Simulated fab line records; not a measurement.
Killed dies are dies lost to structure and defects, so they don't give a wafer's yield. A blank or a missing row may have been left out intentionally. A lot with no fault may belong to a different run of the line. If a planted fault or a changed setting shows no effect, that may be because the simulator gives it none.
Shared-tool check / flow sky130 / Lots sampled 12, wafers sampled 36

## WHY THIS WAS OPENED
SKY_SD_N_RS_MEAS_16, reading SD_N_RS: flagged on 2 of 12 lots. Fault-free wafers read 68.57 ohm/sq, with a standard deviation of 0.14.
Rule: a lot is flagged when every wafer of it that has a number lies more than 4 standard deviations from that mean, or none has a number. The other lots count as sound.

lot=L620; measured=day 28 04:45; on=film metro-04; SD_N_RS (ohm/sq), wafer by wafer=68.51 68.50 68.72; flag=
lot=L626; measured=day 30 10:09; on=film metro-02; SD_N_RS (ohm/sq), wafer by wafer=73.55 73.38 73.59; flag=FLAGGED
lot=L627; measured=day 30 14:36; on=film metro-02; SD_N_RS (ohm/sq), wafer by wafer=68.63 68.34 68.42; flag=
lot=L628; measured=day 30 23:40; on=film metro-04; SD_N_RS (ohm/sq), wafer by wafer=73.38 73.66 73.49; flag=FLAGGED
lot=L629; measured=day 31 09:20; on=film metro-02; SD_N_RS (ohm/sq), wafer by wafer=68.66 68.57 68.62; flag=
lot=L635; measured=day 33 07:01; on=film metro-01; SD_N_RS (ohm/sq), wafer by wafer=68.57 68.55 68.52; flag=
lot=L636; measured=day 33 14:17; on=film metro-02; SD_N_RS (ohm/sq), wafer by wafer=68.63 68.49 68.51; flag=
lot=L638; measured=day 33 23:13; on=film metro-02; SD_N_RS (ohm/sq), wafer by wafer=68.59 68.26 68.32; flag=
lot=L639; measured=day 34 14:11; on=film metro-02; SD_N_RS (ohm/sq), wafer by wafer=68.61 68.75 68.89; flag=
lot=L640; measured=day 34 16:48; on=film metro-02; SD_N_RS (ohm/sq), wafer by wafer=68.57 68.52 68.61; flag=
lot=L641; measured=day 34 19:02; on=film metro-04; SD_N_RS (ohm/sq), wafer by wafer=68.55 68.46 68.71; flag=
lot=L642; measured=day 35 07:29; on=film metro-02; SD_N_RS (ohm/sq), wafer by wafer=68.56 68.44 68.45; flag=
The mean of the flagged lots' numbers is 73.51 ohm/sq, +4.94 ohm/sq from the usual (+35 standard deviations).

## EACH LOT AND THE TOOL IT RAN ON
2 process steps preceding the reading are held in the record, out of 708 steps in the route. Cell contents, in order: the tool; ch with the chambers the sampled wafers went through; the start.
lot=L620; flag=; SKY_POLY_CUT_ETCH_11=rie diel-01 ch 0,1,2, day 24 11:05; SKY_SD_N_RTA_14=rtp anneal-01 ch 0, day 28 04:34
lot=L626; flag=FLAGGED; SKY_POLY_CUT_ETCH_11=rie diel-04 ch 0,3, day 26 20:20; SKY_SD_N_RTA_14=rtp anneal-01 ch 0, day 30 09:59
lot=L627; flag=; SKY_POLY_CUT_ETCH_11=rie diel-04 ch 0,2,3, day 27 01:27; SKY_SD_N_RTA_14=rtp anneal-02 ch 0, day 30 14:25
lot=L628; flag=FLAGGED; SKY_POLY_CUT_ETCH_11=rie diel-04 ch 0,1,3, day 27 09:05; SKY_SD_N_RTA_14=rtp anneal-01 ch 0, day 30 23:29
lot=L629; flag=; SKY_POLY_CUT_ETCH_11=rie diel-04 ch 0,1, day 27 19:28; SKY_SD_N_RTA_14=rtp anneal-02 ch 0, day 31 09:08
lot=L635; flag=; SKY_POLY_CUT_ETCH_11=rie diel-03 ch 0,1,2, day 29 20:23; SKY_SD_N_RTA_14=rtp anneal-02 ch 0, day 33 06:50
lot=L636; flag=; SKY_POLY_CUT_ETCH_11=rie diel-03 ch 0,1,3, day 30 02:58; SKY_SD_N_RTA_14=rtp anneal-01 ch 0, day 33 14:07
lot=L638; flag=; SKY_POLY_CUT_ETCH_11=rie diel-01 ch 0,2,3, day 30 12:59; SKY_SD_N_RTA_14=rtp anneal-01 ch 0, day 33 23:02
lot=L639; flag=; SKY_POLY_CUT_ETCH_11=rie diel-03 ch 2,3, day 31 04:30; SKY_SD_N_RTA_14=rtp anneal-02 ch 0, day 34 13:59
lot=L640; flag=; SKY_POLY_CUT_ETCH_11=rie diel-03 ch 2,3, day 31 06:59; SKY_SD_N_RTA_14=rtp anneal-01 ch 0, day 34 16:38
lot=L641; flag=; SKY_POLY_CUT_ETCH_11=rie diel-01 ch 0,1,2, day 31 10:13; SKY_SD_N_RTA_14=rtp anneal-02 ch 0, day 34 18:51
lot=L642; flag=; SKY_POLY_CUT_ETCH_11=rie diel-01 ch 0,2, day 31 23:09; SKY_SD_N_RTA_14=rtp anneal-01 ch 0, day 35 07:17
What the steps here do:
- SKY_POLY_CUT_ETCH_11: etches Si3N4 in CF4/CH2F2/Ar, stops on poly-Si, time 42.5 s, target depth 60 nm.
- SKY_SD_N_RTA_14: time 2 s.
- SKY_SD_N_RS_MEAS_16: measures by four-point-probe.

## FLAGGED OVER TOTAL, TOOL BY TOOL (the gauges that took the reading come last)
step=SKY_POLY_CUT_ETCH_11; tool=rie diel-01; lots run=4; flagged=0; share of the flagged lots=none; sound lots run after its first flagged lot=-
step=SKY_POLY_CUT_ETCH_11; tool=rie diel-03; lots run=4; flagged=0; share of the flagged lots=none; sound lots run after its first flagged lot=-
step=SKY_POLY_CUT_ETCH_11; tool=rie diel-04; lots run=4; flagged=2; share of the flagged lots=all; sound lots run after its first flagged lot=2 (L627,L629)
step=SKY_SD_N_RTA_14; tool=rtp anneal-01; lots run=7; flagged=2; share of the flagged lots=all; sound lots run after its first flagged lot=4 (L636,L638,L640,L642)
step=SKY_SD_N_RTA_14; tool=rtp anneal-02; lots run=5; flagged=0; share of the flagged lots=none; sound lots run after its first flagged lot=-
step=SKY_SD_N_RS_MEAS_16; tool=film metro-01; lots run=1; flagged=0; share of the flagged lots=none; sound lots run after its first flagged lot=-
step=SKY_SD_N_RS_MEAS_16; tool=film metro-02; lots run=8; flagged=1; share of the flagged lots=some; sound lots run after its first flagged lot=7 (L627,L629,L636,L638,L639,L640,L642)
step=SKY_SD_N_RS_MEAS_16; tool=film metro-04; lots run=3; flagged=1; share of the flagged lots=some; sound lots run after its first flagged lot=1 (L641)

## WHAT IS ALLOWED BY THE TABLE
Rows of the table that ran all the flagged lots, 2 in number: rie diel-04 at SKY_POLY_CUT_ETCH_11; rtp anneal-01 at SKY_SD_N_RTA_14.
- rie diel-04 at SKY_POLY_CUT_ETCH_11 ran 4 lots, 2 of them flagged. Lots that were sound ran on it after the first flagged one (L627, L629); a persistent fault on the entire tool would not allow that.
- rtp anneal-01 at SKY_SD_N_RTA_14 ran 7 lots, 2 of them flagged. Lots that were sound ran on it after the first flagged one (L636, L638, L640, L642); a persistent fault on the entire tool would not allow that. Its own readings (lamp power pct) fall more than 4 standard deviations out on all wafers of the flagged lots.
Every row of the table either missed a flagged lot or ran a sound lot after the first.

## WHAT THE SIMULATOR PUT IN
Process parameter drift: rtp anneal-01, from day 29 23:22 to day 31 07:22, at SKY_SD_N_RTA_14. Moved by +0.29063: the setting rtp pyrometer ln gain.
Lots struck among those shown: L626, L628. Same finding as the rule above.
